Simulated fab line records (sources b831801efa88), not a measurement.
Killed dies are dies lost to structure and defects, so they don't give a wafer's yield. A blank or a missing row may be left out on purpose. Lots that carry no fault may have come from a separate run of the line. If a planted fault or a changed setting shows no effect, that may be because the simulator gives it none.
fab line records :: flow sky130
[record]
  lots = 5
  wafers = 14
  lastDay = 50
route steps=708 shown SD_N@352 SALICIDE@361 LI_CONTACT@362 LOCAL_INTERCONNECT@387 PAD_OPEN@708
lots with no fault: from the same line, run without faults
startH: hours from the record's opening day to when the first of the lot's shown wafers began :: waitH: how many hours have passed since the lot's step before this one :: " identical to the entry in the row above :: L1.1+2: a row that stands for several wafers :: - either no value or no given start :: * or withheld: withheld :: < > ~ a bound
route shown NAME@n: names a module that has steps shown in the file, with the first one's number in the route :: usual: mean/standard deviation of fault-free wafers :: same: alike in all rows :: chamber/n: place in a boat :: sites: readings site by site :: _std_site: how widely they spread, as a standard deviation :: _edge_site: inner sites' mean taken away from outer sites' mean :: radiusMm: for every site, how far away it sits from the centre of the wafer :: mask NAME#n: copy n :: behind: the tool/chamber that last shaped the wafer :: hold: reason for holding the lot/hours on hold/outcome of the hold :: device: names the non-switching transistor (n, p or np) :: end of line: the tests these same wafers got at the end of their route :: for a step that has no rows: nothing shown but its recipe :: killed: count of dies lost to structure and defects at first sort (not the wafer's yield) :: map: a wafer's dies, marking killed ones x, the rest . and places with no die _
set.NAME: the setting as run; set.NAME@STEP: as run at that earlier step :: model.NAME: the simulator's own value behind a step, which no gauge read
lots seen at some steps along the route; tables by step, rows by wafer
services: from which hour (startH, from the record's first day; less than 0 if before it) a tool's chamber was out of use, for how many hours, and why
[[steps]]
[step SKY_SD_N_IMPLANT_10]
[recipe]
  species = P
  energyKev = 20
  doseCm2 = 1e+14
  tiltDeg = 0
[step SKY_SD_N_STRIP_11]
[recipe]
  chemistry = O2/N2
  powerW = 1400
  pressureMtorr = 1500
  platenTempC = withheld
  o2FlowSccm = 3000
  n2FlowSccm = 300
  overashFraction = 0.5
[step SKY_SD_N_CLEAN_13]
[recipe]
  chemistry = SC1/SC2
  mix = 1:4:20
  tempC = 70
  timeS = 150
  dry = n2Spin
[step SKY_SD_N_RTA_14]
[recipe]
  tempC = 1075
  timeS = 2
  idleTempC = 650
  rampUpCPerS = 150
  rampDownCPerS = 90
  ambient = N2
[step SKY_SALICIDE_CLEAN_00]
[recipe]
  chemistry = HF-last
  timeS = 30
  dilution = 100:1
  dry = ipaMarangoni
[step SKY_LI_CONTACT_HDPCVD_00]
[recipe]
  material = PSG
  targetThkNm = 930
  sigmaOpenFrac = 0.3
  timeS = 155
  tempC = 600
  sih4FlowSccm = 60
  pressureMtorr = 6
[step SKY_LI_CONTACT_CMP_02]
[recipe]
  material = PSG
  downForcePsi = 4
  platenRpm = 60
  padVelocityMS = 0.94248
[usual]
  motorCurrentA = 12.0/0.93
  timeToEndpointS = 34/3.1
lot.wafer: L906.2
tool: cmp-02
chamber: 0
startH: 688.93
waitH: 0.1
motorCurrentA: 10.8
timeToEndpointS: 35
model.PSG_of_LI_CONTACT_HDPCVD_00.thkNm: 600.6

lot.wafer: L906.5
tool: cmp-02
chamber: 3
startH: 688.93
waitH: 0.1
motorCurrentA: 11.8
timeToEndpointS: 38
model.PSG_of_LI_CONTACT_HDPCVD_00.thkNm: 599.3

lot.wafer: L906.6
tool: cmp-02
chamber: 0
startH: 688.93
waitH: 0.1
motorCurrentA: 10.0
timeToEndpointS: 34
model.PSG_of_LI_CONTACT_HDPCVD_00.thkNm: 600.1

lot.wafer: L910.2
tool: cmp-01
chamber: 3
startH: 716.69
waitH: 0.0
motorCurrentA: 10.5
timeToEndpointS: 32
model.PSG_of_LI_CONTACT_HDPCVD_00.thkNm: 597.3

lot.wafer: L910.5
tool: cmp-01
chamber: 0
startH: 716.69
waitH: 0.0
motorCurrentA: 11.9
timeToEndpointS: 39
model.PSG_of_LI_CONTACT_HDPCVD_00.thkNm: 538.7

lot.wafer: L911.4
tool: cmp-01
chamber: 0
startH: 726.83
waitH: 0.0
motorCurrentA: 11.7
timeToEndpointS: 33
model.PSG_of_LI_CONTACT_HDPCVD_00.thkNm: 597.2

lot.wafer: L911.1
tool: cmp-01
chamber: 1
startH: 726.83
waitH: 0.0
motorCurrentA: 13.5
timeToEndpointS: 42
model.PSG_of_LI_CONTACT_HDPCVD_00.thkNm: 540

lot.wafer: L911.6
tool: cmp-01
chamber: 1
startH: 726.83
waitH: 0.0
motorCurrentA: 13.3
timeToEndpointS: 37
model.PSG_of_LI_CONTACT_HDPCVD_00.thkNm: 599.9

lot.wafer: L912.4
tool: cmp-01
chamber: 1
startH: 736.83
waitH: 0.0
motorCurrentA: 13.6
timeToEndpointS: 34
model.PSG_of_LI_CONTACT_HDPCVD_00.thkNm: 598.4

lot.wafer: L912.2
tool: cmp-01
chamber: 0
startH: 736.83
waitH: 0.0
motorCurrentA: 12.2
timeToEndpointS: 32
model.PSG_of_LI_CONTACT_HDPCVD_00.thkNm: 596.7

lot.wafer: L912.5
tool: cmp-01
chamber: 2
startH: 736.83
waitH: 0.0
motorCurrentA: 12.5
timeToEndpointS: 40
model.PSG_of_LI_CONTACT_HDPCVD_00.thkNm: 536.9

lot.wafer: L922.1
tool: cmp-01
chamber: 2
startH: 815.08
waitH: 0.1
motorCurrentA: 12.7
timeToEndpointS: 33
model.PSG_of_LI_CONTACT_HDPCVD_00.thkNm: 597.4

lot.wafer: L922.3
tool: cmp-01
chamber: 0
startH: 815.08
waitH: 0.1
motorCurrentA: 11.3
timeToEndpointS: 33
model.PSG_of_LI_CONTACT_HDPCVD_00.thkNm: 597.3

lot.wafer: L922.6
tool: cmp-01
chamber: 3
startH: 815.08
waitH: 0.1
motorCurrentA: 11.2
timeToEndpointS: 30
model.PSG_of_LI_CONTACT_HDPCVD_00.thkNm: 596.4
[step SKY_LI_CONTACT_DEHYDRATE_04]
[recipe]
  tempC = 200
  timeS = 60
[step SKY_LI_CONTACT_HMDS_05]
[recipe]
  primeTimeS = 60
  primeTempC = 120
[step SKY_LI_CONTACT_COAT_06]
[recipe]
  resist = BARC
  tempC = withheld
  timeS = withheld
  spinRpm = 3000
  resistThkNm = 60
[step SKY_LI_CONTACT_COAT_07]
[recipe]
  resist = KrF-thick
  spinRpm = 3000
  resistThkNm = 450
[step SKY_LI_CONTACT_SOFTBAKE_08]
[recipe]
  tempC = 100
  timeS = 90
  resist = KrF-thick
[step SKY_LI_CONTACT_EXPOSE_09]
[recipe]
  maskId = LICM1
  na = 0.8
  sourceShape = annular
  sigmaInner = 0.55
  sigmaOuter = 0.85
  targetCdNm = 170
  doseMj = 38
[step SKY_LI_CONTACT_PEB_10]
[recipe]
  pebTempC = withheld
  pebTimeS = withheld
  resist = KrF-thick
[step SKY_LI_CONTACT_DEVELOP_11]
[recipe]
  developTimeS = 60
  resist = KrF-thick
  devTempC = 21
[step SKY_LI_CONTACT_ETCH_14]
[recipe]
  chemistry = N2/H2
  target = BARC
  ionEnergyEv = 200
  sourceW = 500
  biasW = 100
  pressureMtorr = 30
  n2FlowSccm = 100
  h2FlowSccm = 200
  stopOn = SiO2
  timeS = 45.9
  targetDepthA = 600
[step SKY_LI_CONTACT_ETCH_15]
[recipe]
  target = PSG
  chemistry = C4F8/O2/Ar
  stopOn = Si
  taperDeg = 4.15
  maskMaterial = KrF-thick
  sourceW = 1500
  biasW = 1200
  pressureMtorr = 40
  c4f8FlowSccm = withheld
  O2_flow_sccm = 6
  Ar_flow_sccm = 300
  timeS = withheld
  targetDepthA = 6000
[usual]
  oesProductAu = 0.838/0.0046
lot.wafer: L906.2
tool: rieDiel-03
chamber: 0
startH: 716.75
waitH: 0.0
oesProductAu: 0.839
model.etch.depthNm: 600.6
model.LI_CONTACT.featureDepthNm: 600.6

lot.wafer: L906.5
tool: rieDiel-03
chamber: 0
startH: 716.75
waitH: 0.0
oesProductAu: 0.840
model.etch.depthNm: 599.3
model.LI_CONTACT.featureDepthNm: 599.3

lot.wafer: L906.6
tool: rieDiel-03
chamber: 3
startH: 716.75
waitH: 0.0
oesProductAu: 0.836
model.etch.depthNm: 600.1
model.LI_CONTACT.featureDepthNm: 600.1

lot.wafer: L910.2
tool: rieDiel-02
chamber: 2
startH: 745.39
waitH: 0.0
oesProductAu: 0.839
model.etch.depthNm: 597.3
model.LI_CONTACT.featureDepthNm: 597.3

lot.wafer: L910.5
tool: rieDiel-02
chamber: 2
startH: 745.39
waitH: 0.0
oesProductAu: 0.801
model.etch.depthNm: 538.7
model.LI_CONTACT.featureDepthNm: 538.7

lot.wafer: L911.1
tool: rieDiel-03
chamber: 1
startH: 755.11
waitH: 0.0
oesProductAu: 0.793
model.etch.depthNm: 540
model.LI_CONTACT.featureDepthNm: 540

lot.wafer: L911.4
tool: rieDiel-03
chamber: 3
startH: 755.11
waitH: 0.0
oesProductAu: 0.834
model.etch.depthNm: 597.2
model.LI_CONTACT.featureDepthNm: 597.2

lot.wafer: L911.6
tool: rieDiel-03
chamber: 0
startH: 755.11
waitH: 0.0
oesProductAu: 0.836
model.etch.depthNm: 599.9
model.LI_CONTACT.featureDepthNm: 599.9

lot.wafer: L912.2
tool: rieDiel-03
chamber: 2
startH: 765.00
waitH: 0.0
oesProductAu: 0.837
model.etch.depthNm: 596.7
model.LI_CONTACT.featureDepthNm: 596.7

lot.wafer: L912.4
tool: rieDiel-03
chamber: 3
startH: 765.00
waitH: 0.0
oesProductAu: 0.835
model.etch.depthNm: 598.4
model.LI_CONTACT.featureDepthNm: 598.4

lot.wafer: L912.5
tool: rieDiel-03
chamber: 3
startH: 765.00
waitH: 0.0
oesProductAu: 0.778
model.etch.depthNm: 536.9
model.LI_CONTACT.featureDepthNm: 536.9

lot.wafer: L922.1
tool: rieDiel-02
chamber: 1
startH: 841.83
waitH: 0.0
oesProductAu: 0.831
model.etch.depthNm: 597.4
model.LI_CONTACT.featureDepthNm: 597.4

lot.wafer: L922.3
tool: rieDiel-02
chamber: 0
startH: 841.83
waitH: 0.0
oesProductAu: 0.835
model.etch.depthNm: 597.3
model.LI_CONTACT.featureDepthNm: 597.3

lot.wafer: L922.6
tool: rieDiel-02
chamber: 0
startH: 841.83
waitH: 0.0
oesProductAu: 0.842
model.etch.depthNm: 596.4
model.LI_CONTACT.featureDepthNm: 596.4
[step SKY_LI_CONTACT_STRIP_16]
[recipe]
  chemistry = O2/N2
  powerW = 1400
  pressureMtorr = 1500
  platenTempC = withheld
  o2FlowSccm = 3000
  n2FlowSccm = 300
  overashFraction = 0.5
[step SKY_LI_CONTACT_CLEAN_17]
[recipe]
  chemistry = NMP
  timeS = 600
  tempC = 60
  dry = n2Spin
[step SKY_LI_CONTACT_PRE_CLEAN_18]
[recipe]
  gas = Ar
  timeS = 5.6
  biasV = 358
[step SKY_LI_CONTACT_SPUTTER_19]
[recipe]
  material = Ti
  targetThkNm = 20
  chamberPressurePa = 5
  powerW = 2500
  substrateTempC = 200
  timeS = 106.37
[step SKY_LI_CONTACT_SPUTTER_20]
[recipe]
  material = TiN
  targetThkNm = 20
  chamberPressurePa = 5
  powerW = 4000
  timeS = 80
[step SKY_LI_CONTACT_CVD_21]
[recipe]
  material = W
  targetThkNm = 400
  timeS = 120.56
  tempC = 400
  pressureTorr = 40
[step SKY_LI_CONTACT_CMP_24]
[recipe]
  stopOn = PSG
  tOverpolishS = 20
  downForcePsi = 3.5
  platenRpm = 60
  targetThkNm = 0
  padVelocityMS = 0.94248
[usual]
  motorCurrentA = 10.9/0.77
lot.wafer: L906.2
tool: cmp-02
chamber: 0
startH: 717.57
waitH: 0.0
motorCurrentA: 9.9
model.PSG_of_LI_CONTACT_HDPCVD_00.thkNm: 591.1

lot.wafer: L906.6
tool: cmp-02
chamber: 0
startH: 717.57
waitH: 0.0
motorCurrentA: 9.5
model.PSG_of_LI_CONTACT_HDPCVD_00.thkNm: 590.7

lot.wafer: L906.5
tool: cmp-02
chamber: 1
startH: 717.57
waitH: 0.0
motorCurrentA: 10.9
model.PSG_of_LI_CONTACT_HDPCVD_00.thkNm: 589.9

lot.wafer: L910.2
tool: cmp-01
chamber: 2
startH: 746.26
waitH: 0.1
motorCurrentA: 11.5
model.PSG_of_LI_CONTACT_HDPCVD_00.thkNm: 587.9

lot.wafer: L910.5
tool: cmp-01
chamber: 2
startH: 746.26
waitH: 0.1
motorCurrentA: 11.1
model.PSG_of_LI_CONTACT_HDPCVD_00.thkNm: 529.2

lot.wafer: L911.4
tool: cmp-02
chamber: 2
startH: 755.99
waitH: 0.1
motorCurrentA: 11.4
model.PSG_of_LI_CONTACT_HDPCVD_00.thkNm: 587.7

lot.wafer: L911.1
tool: cmp-02
chamber: 0
startH: 755.99
waitH: 0.1
motorCurrentA: 9.6
model.PSG_of_LI_CONTACT_HDPCVD_00.thkNm: 530.5

lot.wafer: L911.6
tool: cmp-02
chamber: 2
startH: 755.99
waitH: 0.1
motorCurrentA: 11.7
model.PSG_of_LI_CONTACT_HDPCVD_00.thkNm: 590.4

lot.wafer: L912.4
tool: cmp-01
chamber: 0
startH: 766.13
waitH: 0.1
motorCurrentA: 11.2
model.PSG_of_LI_CONTACT_HDPCVD_00.thkNm: 588.9

lot.wafer: L912.2
tool: cmp-01
chamber: 1
startH: 766.13
waitH: 0.1
motorCurrentA: 12.0
model.PSG_of_LI_CONTACT_HDPCVD_00.thkNm: 587.3

lot.wafer: L912.5
tool: cmp-01
chamber: 3
startH: 766.13
waitH: 0.1
motorCurrentA: 10.5
model.PSG_of_LI_CONTACT_HDPCVD_00.thkNm: 527.5

lot.wafer: L922.3
tool: cmp-02
chamber: 1
startH: 842.74
waitH: 0.1
motorCurrentA: 11.1
model.PSG_of_LI_CONTACT_HDPCVD_00.thkNm: 587.9

lot.wafer: L922.1
tool: cmp-02
chamber: 3
startH: 842.74
waitH: 0.1
motorCurrentA: 10.5
model.PSG_of_LI_CONTACT_HDPCVD_00.thkNm: 587.9

lot.wafer: L922.6
tool: cmp-02
chamber: 1
startH: 842.74
waitH: 0.1
motorCurrentA: 10.7
model.PSG_of_LI_CONTACT_HDPCVD_00.thkNm: 587
[step SKY_LOCAL_INTERCONNECT_SPUTTER_00]
[recipe]
  material = TiN
  targetThkNm = 100
  tempC = 300
  powerW = 6500
  timeS = 83.3
  chamberPressurePa = 0.4
[step SKY_PAD_OPEN_PROBE_99]
[usual]
  killed_at_M0_to_M3 = 43/6.5
  killed_at_M4_up = 3.1/1.8
  killedAtContacts = 24/5.6
  killedAtFrontEnd = 15/4.2
  killedAtOther = 0.3/0.5
  killedDies = 86/8.9
  killedOpen = 47/6.9
  killedShort = 39/5.9
[same]
  grossDies = 492
  killedAtBackSide = 0
lot.wafer: L906.2
tool: prober-01
chamber: -
startH: 1104.77
waitH: 0.1
killed_at_M0_to_M3: 40
killed_at_M4_up: 3
killedAtContacts: 24
killedAtFrontEnd: 9
killedAtOther: 1
killedDies: 77
killedOpen: 45
killedShort: 32
model.etest.liconPdiff.rcOhm: 589.2
model.etest.capLiToPoly.cAfUm2: 98.21
model.etest.liconNdiff.rcOhm: 188.6
model.etest.liconPoly.rcOhm: 155.6
model.etest.capLiToWell.cAfUm2: 36.76

lot.wafer: L906.5
tool: prober-01
chamber: -
startH: 1104.92
waitH: 0.2
killed_at_M0_to_M3: 32
killed_at_M4_up: 2
killedAtContacts: 23
killedAtFrontEnd: 16
killedAtOther: 0
killedDies: 73
killedOpen: 47
killedShort: 26
model.etest.liconPdiff.rcOhm: 606.4
model.etest.capLiToPoly.cAfUm2: 98.07
model.etest.liconNdiff.rcOhm: 189.3
model.etest.liconPoly.rcOhm: 158.8
model.etest.capLiToWell.cAfUm2: 38.04

lot.wafer: L906.6
tool: prober-01
chamber: -
startH: 1104.97
waitH: 0.2
killed_at_M0_to_M3: 38
killed_at_M4_up: 2
killedAtContacts: 25
killedAtFrontEnd: 16
killedAtOther: 0
killedDies: 81
killedOpen: 41
killedShort: 40
model.etest.liconPdiff.rcOhm: 572.5
model.etest.capLiToPoly.cAfUm2: 97.95
model.etest.liconNdiff.rcOhm: 192.9
model.etest.liconPoly.rcOhm: 158.3
model.etest.capLiToWell.cAfUm2: 37.88

lot.wafer: L910.2
tool: prober-01
chamber: -
startH: 1126.09
waitH: 0.1
killed_at_M0_to_M3: 37
killed_at_M4_up: 6
killedAtContacts: 16
killedAtFrontEnd: 15
killedAtOther: 0
killedDies: 74
killedOpen: 37
killedShort: 37
model.etest.liconPdiff.rcOhm: 590.1
model.etest.capLiToPoly.cAfUm2: 98.72
model.etest.liconNdiff.rcOhm: 187.8
model.etest.liconPoly.rcOhm: 151.6
model.etest.capLiToWell.cAfUm2: 36.81

lot.wafer: L910.5
tool: prober-01
chamber: -
startH: 1126.24
waitH: 0.2
killed_at_M0_to_M3: 43
killed_at_M4_up: 4
killedAtContacts: 18
killedAtFrontEnd: 14
killedAtOther: 1
killedDies: 80
killedOpen: 45
killedShort: 35
model.etest.liconPdiff.rcOhm: 585.9
model.etest.capLiToPoly.cAfUm2: 122.5
model.etest.liconNdiff.rcOhm: 170.3
model.etest.liconPoly.rcOhm: 149.2
model.etest.capLiToWell.cAfUm2: 39.16

lot.wafer: L911.1
tool: prober-02
chamber: -
startH: 1129.39
waitH: 0.1
killed_at_M0_to_M3: 39
killed_at_M4_up: 1
killedAtContacts: 19
killedAtFrontEnd: 17
killedAtOther: 0
killedDies: 76
killedOpen: 42
killedShort: 34
model.etest.liconPdiff.rcOhm: 561.9
model.etest.capLiToPoly.cAfUm2: 125.5
model.etest.liconNdiff.rcOhm: 166.2
model.etest.liconPoly.rcOhm: 144.4
model.etest.capLiToWell.cAfUm2: 41.1

lot.wafer: L911.4
tool: prober-02
chamber: -
startH: 1129.54
waitH: 0.2
killed_at_M0_to_M3: 42
killed_at_M4_up: 4
killedAtContacts: 21
killedAtFrontEnd: 19
killedAtOther: 0
killedDies: 86
killedOpen: 41
killedShort: 45
model.etest.liconPdiff.rcOhm: 595
model.etest.capLiToPoly.cAfUm2: 101.3
model.etest.liconNdiff.rcOhm: 189.9
model.etest.liconPoly.rcOhm: 155.5
model.etest.capLiToWell.cAfUm2: 36.69

lot.wafer: L911.6
tool: prober-02
chamber: -
startH: 1129.64
waitH: 0.2
killed_at_M0_to_M3: 39
killed_at_M4_up: 7
killedAtContacts: 23
killedAtFrontEnd: 16
killedAtOther: 1
killedDies: 86
killedOpen: 45
killedShort: 41
model.etest.liconPdiff.rcOhm: 598.7
model.etest.capLiToPoly.cAfUm2: 100.2
model.etest.liconNdiff.rcOhm: 186.2
model.etest.liconPoly.rcOhm: 150.8
model.etest.capLiToWell.cAfUm2: 37.1

lot.wafer: L912.2
tool: prober-01
chamber: -
startH: 1136.65
waitH: 0.1
killed_at_M0_to_M3: 51
killed_at_M4_up: 3
killedAtContacts: 30
killedAtFrontEnd: 17
killedAtOther: 0
killedDies: 101
killedOpen: 53
killedShort: 48
model.etest.liconPdiff.rcOhm: 583.3
model.etest.capLiToPoly.cAfUm2: 100.6
model.etest.liconNdiff.rcOhm: 182.4
model.etest.liconPoly.rcOhm: 148.8
model.etest.capLiToWell.cAfUm2: 37.6

lot.wafer: L912.4
tool: prober-01
chamber: -
startH: 1136.75
waitH: 0.2
killed_at_M0_to_M3: 36
killed_at_M4_up: 1
killedAtContacts: 26
killedAtFrontEnd: 21
killedAtOther: 1
killedDies: 85
killedOpen: 45
killedShort: 40
model.etest.liconPdiff.rcOhm: 581.8
model.etest.capLiToPoly.cAfUm2: 100.7
model.etest.liconNdiff.rcOhm: 180.2
model.etest.liconPoly.rcOhm: 151.8
model.etest.capLiToWell.cAfUm2: 36.82

lot.wafer: L912.5
tool: prober-01
chamber: -
startH: 1136.80
waitH: 0.2
killed_at_M0_to_M3: 49
killed_at_M4_up: 1
killedAtContacts: 21
killedAtFrontEnd: 13
killedAtOther: 0
killedDies: 84
killedOpen: 47
killedShort: 37
model.etest.liconPdiff.rcOhm: 549.5
model.etest.capLiToPoly.cAfUm2: 121
model.etest.liconNdiff.rcOhm: 168.1
model.etest.liconPoly.rcOhm: 140.3
model.etest.capLiToWell.cAfUm2: 38.95

lot.wafer: L922.1
tool: prober-01
chamber: -
startH: 1189.41
waitH: 0.1
killed_at_M0_to_M3: 42
killed_at_M4_up: 4
killedAtContacts: 30
killedAtFrontEnd: 9
killedAtOther: 2
killedDies: 87
killedOpen: 56
killedShort: 31
model.etest.liconPdiff.rcOhm: 571
model.etest.capLiToPoly.cAfUm2: 101.4
model.etest.liconNdiff.rcOhm: 176.1
model.etest.liconPoly.rcOhm: 146.8
model.etest.capLiToWell.cAfUm2: 35.35

lot.wafer: L922.3
tool: prober-01
chamber: -
startH: 1189.51
waitH: 0.2
killed_at_M0_to_M3: 42
killed_at_M4_up: 5
killedAtContacts: 29
killedAtFrontEnd: 13
killedAtOther: 0
killedDies: 89
killedOpen: 50
killedShort: 39
model.etest.liconPdiff.rcOhm: 555.1
model.etest.capLiToPoly.cAfUm2: 101
model.etest.liconNdiff.rcOhm: 172
model.etest.liconPoly.rcOhm: 147.3
model.etest.capLiToWell.cAfUm2: 36.44

lot.wafer: L922.6
tool: prober-01
chamber: -
startH: 1189.66
waitH: 0.2
killed_at_M0_to_M3: 48
killed_at_M4_up: 3
killedAtContacts: 17
killedAtFrontEnd: 19
killedAtOther: 0
killedDies: 87
killedOpen: 50
killedShort: 37
model.etest.liconPdiff.rcOhm: 583.4
model.etest.capLiToPoly.cAfUm2: 100.4
model.etest.liconNdiff.rcOhm: 179.7
model.etest.liconPoly.rcOhm: 151.2
model.etest.capLiToWell.cAfUm2: 36.77
// killed by level:class
L906.2 LI_CONTACT:geometricParticle:open=13 VIA1:geometricParticle:open=8 CONTACT:geometricParticle:open=6 VIA3:geometricParticle:open=6 VIA2:geometricParticle:short=5 METAL1:geometricParticle:short=4 LI_CONTACT:geometricParticle:short=3 METAL2:geometricParticle:short=3
L906.5 VIA3:geometricParticle:open=10 LI_CONTACT:geometricParticle:open=7 FIELD_ISO:geometricParticle:open=6 CONTACT:geometricParticle:open=6 VIA2:geometricParticle:open=6 LI_CONTACT:geometricParticle:short=4 METAL1:geometricParticle:short=4 VIA1:geometricParticle:open=4
L906.6 LI_CONTACT:geometricParticle:open=9 VIA1:geometricParticle:open=7 VIA2:geometricParticle:open=7 FIELD_ISO:geometricParticle:short=6 VIA3:geometricParticle:short=6 FIELD_ISO:geometricParticle:open=5 CONTACT:geometricParticle:open=5 METAL2:geometricParticle:short=4
L910.2 VIA1:geometricParticle:open=12 CONTACT:geometricParticle:open=6 FIELD_ISO:geometricParticle:short=5 LI_CONTACT:geometricParticle:open=5 VIA1:geometricParticle:short=5 VIA3:geometricParticle:open=5 METAL4:geometricParticle:short=5 METAL3:geometricParticle:short=4
L910.5 VIA1:geometricParticle:open=11 VIA2:geometricParticle:open=9 FIELD_ISO:geometricParticle:short=8 CONTACT:geometricParticle:open=7 LI_CONTACT:geometricParticle:open=6 METAL3:geometricParticle:short=5 METAL2:geometricParticle:short=4 FIELD_ISO:geometricParticle:open=3
L911.1 VIA1:geometricParticle:open=12 FIELD_ISO:geometricParticle:short=7 METAL2:geometricParticle:short=7 LI_CONTACT:geometricParticle:open=6 CONTACT:geometricParticle:open=6 VIA3:geometricParticle:open=6 POLY_GATE:geometricParticle:open=4 VIA3:geometricParticle:short=3
L911.4 METAL1:geometricParticle:short=9 CONTACT:geometricParticle:open=7 VIA1:geometricParticle:open=7 FIELD_ISO:geometricParticle:open=6 METAL2:geometricParticle:short=6 LI_CONTACT:geometricParticle:short=5 FIELD_ISO:geometricParticle:short=4 LOCAL_INTERCONNECT:geometricParticle:short=4
L911.6 CONTACT:geometricParticle:open=11 VIA3:geometricParticle:open=8 FIELD_ISO:geometricParticle:short=7 VIA1:geometricParticle:open=7 METAL2:geometricParticle:short=5 METAL4:geometricParticle:short=5 FIELD_ISO:geometricParticle:open=4 LI_CONTACT:geometricParticle:short=4
L912.2 CONTACT:geometricParticle:open=16 POLY_GATE:geometricParticle:open=9 VIA2:geometricParticle:short=9 VIA1:geometricParticle:short=7 VIA3:geometricParticle:open=7 LI_CONTACT:geometricParticle:short=6 METAL2:geometricParticle:short=6 VIA2:geometricParticle:open=6
L912.4 VIA2:geometricParticle:open=11 CONTACT:geometricParticle:open=6 CONTACT:geometricParticle:short=5 POLY_GATE:geometricParticle:short=5 POLY_GATE:geometricParticle:open=5 LI_CONTACT:geometricParticle:open=5 LOCAL_INTERCONNECT:geometricParticle:short=5 FIELD_ISO:geometricParticle:open=4
L912.5 CONTACT:geometricParticle:open=13 VIA1:geometricParticle:open=13 VIA2:geometricParticle:open=8 METAL1:geometricParticle:short=7 METAL2:geometricParticle:short=6 VIA2:geometricParticle:short=5 POLY_GATE:geometricParticle:open=4 POLY_GATE:geometricParticle:short=4
L922.1 CONTACT:geometricParticle:open=11 VIA1:geometricParticle:open=9 LI_CONTACT:geometricParticle:open=8 VIA2:geometricParticle:open=8 VIA3:geometricParticle:open=5 METAL2:geometricParticle:short=5 LOCAL_INTERCONNECT:geometricParticle:open=4 CONTACT:geometricParticle:short=4
L922.3 VIA1:geometricParticle:open=9 CONTACT:geometricParticle:open=9 VIA3:geometricParticle:open=9 LI_CONTACT:geometricParticle:open=8 POLY_GATE:geometricParticle:short=5 LOCAL_INTERCONNECT:geometricParticle:short=5 FIELD_ISO:geometricParticle:open=4 VIA2:geometricParticle:open=4
L922.6 VIA1:geometricParticle:open=11 POLY_GATE:geometricParticle:open=9 VIA2:geometricParticle:open=8 METAL2:geometricParticle:short=7 LI_CONTACT:geometricParticle:open=5 CONTACT:geometricParticle:open=5 VIA3:geometricParticle:open=5 POLY_GATE:geometricParticle:short=4
[[services]]
tool: cmp-01
chamber: -
startH: 665.37
hours: 0.3
kind: repair

tool: rieDiel-02
chamber: 1
startH: 671.95
hours: -
kind: clean

tool: rieDiel-02
chamber: 1
startH: 671.95
hours: 18.1
kind: scheduledDown

tool: rieDiel-02
chamber: 1
startH: 671.95
hours: 18.1
kind: ventCycle

tool: cmp-02
chamber: -
startH: 675.94
hours: 1.9
kind: repair

tool: cmp-02
chamber: -
startH: 688.07
hours: 0.6
kind: repair

tool: cmp-02
chamber: -
startH: 689.87
hours: 8.6
kind: pm

tool: cmp-02
chamber: -
startH: 701.02
hours: 0.5
kind: repair

tool: rieDiel-02
chamber: 2
startH: 701.54
hours: 5.8
kind: repair

tool: rieDiel-02
chamber: 3
startH: 708.49
hours: 2.4
kind: repair

tool: cmp-01
chamber: -
startH: 720.44
hours: 3.4
kind: pm

tool: rieDiel-03
chamber: -
startH: 739.79
hours: 14.6
kind: pm

tool: cmp-02
chamber: -
startH: 744.11
hours: 4.0
kind: pm

tool: cmp-02
chamber: -
startH: 748.11
hours: -
kind: consumableReplace:conditioner

tool: cmp-02
chamber: -
startH: 748.11
hours: -
kind: consumableReplace:pad

tool: cmp-02
chamber: -
startH: 770.27
hours: 2.5
kind: repair

tool: cmp-01
chamber: -
startH: 772.61
hours: 15.7
kind: repair

tool: rieDiel-03
chamber: 3
startH: 780.92
hours: -
kind: clean

tool: rieDiel-03
chamber: 3
startH: 780.92
hours: 16.8
kind: scheduledDown

tool: rieDiel-03
chamber: 3
startH: 780.92
hours: 16.8
kind: ventCycle

tool: rieDiel-02
chamber: 2
startH: 787.87
hours: 7.6
kind: repair

tool: rieDiel-03
chamber: 1
startH: 788.88
hours: 2.7
kind: repair

tool: rieDiel-02
chamber: 0
startH: 811.91
hours: 2.8
kind: repair

tool: cmp-01
chamber: -
startH: 824.60
hours: 0.7
kind: repair
[[key]]
[firstSign]
  step = SKY_LI_CONTACT_ETCH_15
  reading = oesProductAu
  direction = down
  sigmas = 10
  usual = 0.838
  struck = 0.791
effect none on later readings
[modelEffect]
  step = SKY_LI_CONTACT_CMP_02
  value = PSG_of_LI_CONTACT_HDPCVD_00.thkNm
  without = 598.3
  struck = 538.5
[modelEffect]
  step = SKY_LI_CONTACT_ETCH_15
  value = etch.depthNm
  without = 598.3
  struck = 538.5
[modelEffect]
  step = SKY_LI_CONTACT_CMP_24
  value = PSG_of_LI_CONTACT_HDPCVD_00.thkNm
  without = 588.8
  struck = 529.1
[modelEffect]
  step = SKY_PAD_OPEN_PROBE_99
  value = etest.liconPdiff.rcOhm
  without = 593.9
  struck = 565.8
metAt SKY_LI_CONTACT_CMP_02
struckWafers L910.5,L911.1,L912.5
testerLeftOut L910,L911,L912
[fault]
  kind = processParameterDrift
  tool = cmp-01
  chamber = -
  onsetH = 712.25
  steps = SKY_LI_CONTACT_CMP_02
  channel = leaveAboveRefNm
  offset = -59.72
  shape = step
  endH = 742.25
  scope = struckWafersOnly
  actsIn = theseRecipesOnly
  stated = 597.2
// testerLeftOut: of these lots the tester's yield and bins aren't shown, on N5 and GAA mostly nor the transistor test; their killed dies are dies lost to structure and defects alone, not to doping, threshold or leakage, so they don't give the yield
